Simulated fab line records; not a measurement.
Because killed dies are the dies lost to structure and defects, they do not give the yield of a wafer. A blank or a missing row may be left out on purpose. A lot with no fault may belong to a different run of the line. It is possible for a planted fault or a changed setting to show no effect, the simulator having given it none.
Comparing a struck lot with a sound one -- flow sfqLine -- 42 out of 325 route steps
Sound: the wafers L798.1, L798.2, L798.5. Wafers L808.1, L808.3, L808.5 were the ones struck. The cause comes at the end.
Each step with rows lists, per side, the tool, then ch with its chambers, then its first start. Under that, the readings that differ: sound wafers -- struck wafers -- difference of the means -- sigmas: that difference in standard deviations of wafers without a fault.
alike: readings with means less than 2 such deviations apart, plus words and numbers identical on both sides. not compared: withheld readings, readings lacking a value on some wafer, bounds such as >300 that could conceal the same value, and numbers that have no deviation in the record and whose values overlap.
The two part at a step that has a row with sigmas, a row that says differs or no value, or rows on one side only. When numbers do not overlap yet have no deviation, they are printed without sigmas and do not part them. A reading missing from all wafers of one side parts the sides only when that side holds two or more wafers.

SFQ_M3_OVL_MEAS_921:
  struck on overlay-01, day 31 23:46; sound on overlay-01, day 29 03:22
  alike: M3_OVL
then, 2 steps without rows for these wafers: SFQ_TRILAYER_M3_BARC_OPEN_METAL_ETCH_100 (etches BARC in O2, target depth 125 nm, time 41.7 s); SFQ_TRILAYER_M3_ETCH_METAL_ETCH_078 (etches Nb in Cl2/Ar, stops on SiO2, target depth 240 nm, time 120 s).
SFQ_TRILAYER_M3_STRIP_STRIP_079: strips in O2.
  sound on rieMetal-04 ch 0,1, day 29 03:35; struck on rieMetal-03 ch 0,1, day 31 23:59
reading,sound,struck,difference,sigmas
drypumpMotorCurrentA (A),5.06 4.88 4.84,5.31 5.43 5.42,+0.46,+3
  alike: heBacksideLeakSccm, oesProductAu
  not compared: rfHoursCounterH
then, 2 steps without rows for these wafers: SFQ_TRILAYER_M3_STRIP_SOLV_CLEAN_080 (cleans in NMP, time 600 s); SFQ_TRILAYER_I3_DEP_PECVD_081 (deposits SiO2 from SiH4/N2O, time 111.11 s, target thk 500 nm).
-- the record jumps here: 2 days lie between the struck wafers' starts before and after --
SFQ_TRILAYER_I3_CMP_CMP_082: polishes SiO2.
  sound on cmp-02 ch 0,1,2, day 30 12:17; struck on cmp-02 ch 0,3, day 34 09:17
  alike: motorCurrentA, platenRpm, retainingRingPressureFrac, slurryFilterDpKPa, timeToEndpointS
SFQ_I3_BOW_MEAS_922:
  struck on filmMetro-04, day 34 12:17; sound on filmMetro-02, day 30 14:17
  alike: I3_BOW
SFQ_TRILAYER_I3_METRO_MEASURE_083:
  struck on filmMetro-04, day 34 12:24; sound on filmMetro-02, day 30 14:24
  alike: thkNm
then, 3 steps without rows for these wafers: SFQ_TRILAYER_I3_VIA_LITHO_COAT_090 (resist thk 62 nm); SFQ_TRILAYER_I3_VIA_LITHO_COAT_085 (resist thk 650 nm); SFQ_TRILAYER_I3_VIA_LITHO_SOFTBAKE_089.
-- the record jumps here: 3 days lie between the struck wafers' starts before and after --
SFQ_TRILAYER_I3_VIA_LITHO_EXPOSE_086: exposes mask I3, target cd 500 nm.
  sound on krfScanner-01 ch 0, day 34 01:46; struck on krfScanner-01 ch 0, day 37 10:55
  alike: mask
then, 2 steps without rows for these wafers: SFQ_TRILAYER_I3_VIA_LITHO_PEB_088 (peb time 60 s); SFQ_TRILAYER_I3_VIA_LITHO_DEVELOP_087 (time 60 s).
SFQ_I3_OVL_MEAS_923:
  struck on overlay-02, day 37 12:25; sound on overlay-02, day 34 03:16
reading,sound,struck,difference,sigmas
I3_OVL (nm),-3 -15 -8,1 2 6,+12,+2
SFQ_TRILAYER_I3_VIA_BARC_OPEN_VIA_ETCH_121: etches BARC in O2, target depth 125 nm, time 41.7 s.
  sound on rieDiel-01 ch 0,1,3, day 34 03:19; struck on rieDiel-03 ch 1,2,3, day 37 12:28
reading,sound,struck,difference,sigmas
model.I3.cdNm (nm),500.8 500.5 501,586.4 547.1 579.2,+70.1,
  alike: drypumpMotorCurrentA, oesProductAu, rfFwdPowerW
  not compared: rfHoursCounterH
SFQ_TRILAYER_I3_VIA_ETCH_VIA_ETCH_088: etches SiO2 in CHF3, stops on Nb, target depth 260 nm.
  sound on rieDiel-01 ch 0,1,3, day 34 03:21; struck on rieDiel-03 ch 1,2,3, day 37 12:30
reading,sound,struck,difference,sigmas
model.I3.cdNm (nm),498.3 500.2 501.2,588.2 544.5 578.9,+70.6,
  alike: drypumpMotorCurrentA, oesProductAu, rfFwdPowerW
then, 4 steps without rows for these wafers: SFQ_TRILAYER_I3_VIA_STRIP_STRIP_089 (strips in O2); SFQ_TRILAYER_I3_VIA_STRIP_SOLV_CLEAN_090 (cleans in NMP, time 600 s); SFQ_TRILAYER_M4_DEP_PRE_CLEAN_092 (time 22.5 s); SFQ_TRILAYER_M4_DEP_SPUTTER_091 (material Nb, target thk 200 nm, time 133.3 s).
SFQ_M4_RS_MEAS_924: uses a four-point probe to measure.
  struck on filmMetro-04, day 37 14:07; sound on filmMetro-01, day 34 04:22
  alike: M4_NB_RS
then, 6 steps without rows for these wafers: SFQ_TRILAYER_M4_LITHO_COAT_098 (resist thk 62 nm); SFQ_TRILAYER_M4_LITHO_COAT_093 (resist thk 600 nm); SFQ_TRILAYER_M4_LITHO_SOFTBAKE_097; SFQ_TRILAYER_M4_LITHO_EXPOSE_094 (exposes mask M4, target cd 500 nm); SFQ_TRILAYER_M4_LITHO_PEB_096 (peb time 60 s); SFQ_TRILAYER_M4_LITHO_DEVELOP_095 (time 60 s).
SFQ_M4_OVL_MEAS_926:
  struck on overlay-02, day 39 05:50; sound on overlay-01, day 36 20:14
  alike: M4_OVL
SFQ_TRILAYER_M4_BARC_OPEN_METAL_ETCH_123: etches BARC in O2, target depth 125 nm, time 41.7 s.
  sound on rieMetal-03 ch 0,1, day 36 20:16; struck on rieMetal-03 ch 0,1, day 39 05:52
  alike: drypumpMotorCurrentA, heBacksideLeakSccm, oesProductAu, rfFwdPowerW
  not compared: rfHoursCounterH
SFQ_TRILAYER_M4_ETCH_METAL_ETCH_096: etches Nb in Cl2/Ar, stops on SiO2, target depth 240 nm, time 120 s.
  sound on rieMetal-03 ch 0,1, day 36 20:20; struck on rieMetal-03 ch 0,1, day 39 05:56
  alike: drypumpMotorCurrentA, heBacksideLeakSccm, oesProductAu, rfFwdPowerW
  not compared: rfHoursCounterH
then, 4 steps without rows for these wafers: SFQ_TRILAYER_M4_STRIP_STRIP_097 (strips in O2); SFQ_TRILAYER_M4_STRIP_SOLV_CLEAN_098 (cleans in NMP, time 600 s); SFQ_TRILAYER_I4_DEP_PECVD_099 (deposits SiO2 from SiH4/N2O, time 111.11 s, target thk 500 nm); SFQ_TRILAYER_I4_CMP_CMP_100 (polishes SiO2).
-- the record jumps here: 3 days lie between the struck wafers' starts before and after --
SFQ_I4_BOW_MEAS_927:
  struck on filmMetro-01, day 42 04:42; sound on filmMetro-01, day 39 14:23
  alike: I4_BOW
then, 4 steps without rows for these wafers: SFQ_TRILAYER_I4_METRO_MEASURE_101; SFQ_TRILAYER_I4_VIA_LITHO_COAT_108 (resist thk 62 nm); SFQ_TRILAYER_I4_VIA_LITHO_COAT_103 (resist thk 650 nm); SFQ_TRILAYER_I4_VIA_LITHO_SOFTBAKE_107.
-- the record jumps here: 37 days lie between the struck wafers' starts before and after --
SFQ_M8_BOW_MEAS_951:
  struck on filmMetro-03, day 79 16:37; sound on filmMetro-01, day 78 02:13
reading,sound,struck,difference,sigmas
model.etest.i3.linkOhm,1.963 1.958 1.956,1.919 1.917 1.915,-0.042,
  alike: M8_BOW

WHERE THEY PART
Earliest at SFQ_TRILAYER_M3_STRIP_STRIP_079; latest, in this record, at SFQ_I3_OVL_MEAS_923. Later steps at which nothing parts them and some readings are alike: SFQ_TRILAYER_I3_VIA_BARC_OPEN_VIA_ETCH_121, SFQ_TRILAYER_I3_VIA_ETCH_VIA_ETCH_088, SFQ_M4_RS_MEAS_924, SFQ_M4_OVL_MEAS_926, SFQ_TRILAYER_M4_BARC_OPEN_METAL_ETCH_123, SFQ_TRILAYER_M4_ETCH_METAL_ETCH_096, SFQ_I4_BOW_MEAS_927, SFQ_M8_BOW_MEAS_951.

WHY: whatever the simulator had introduced
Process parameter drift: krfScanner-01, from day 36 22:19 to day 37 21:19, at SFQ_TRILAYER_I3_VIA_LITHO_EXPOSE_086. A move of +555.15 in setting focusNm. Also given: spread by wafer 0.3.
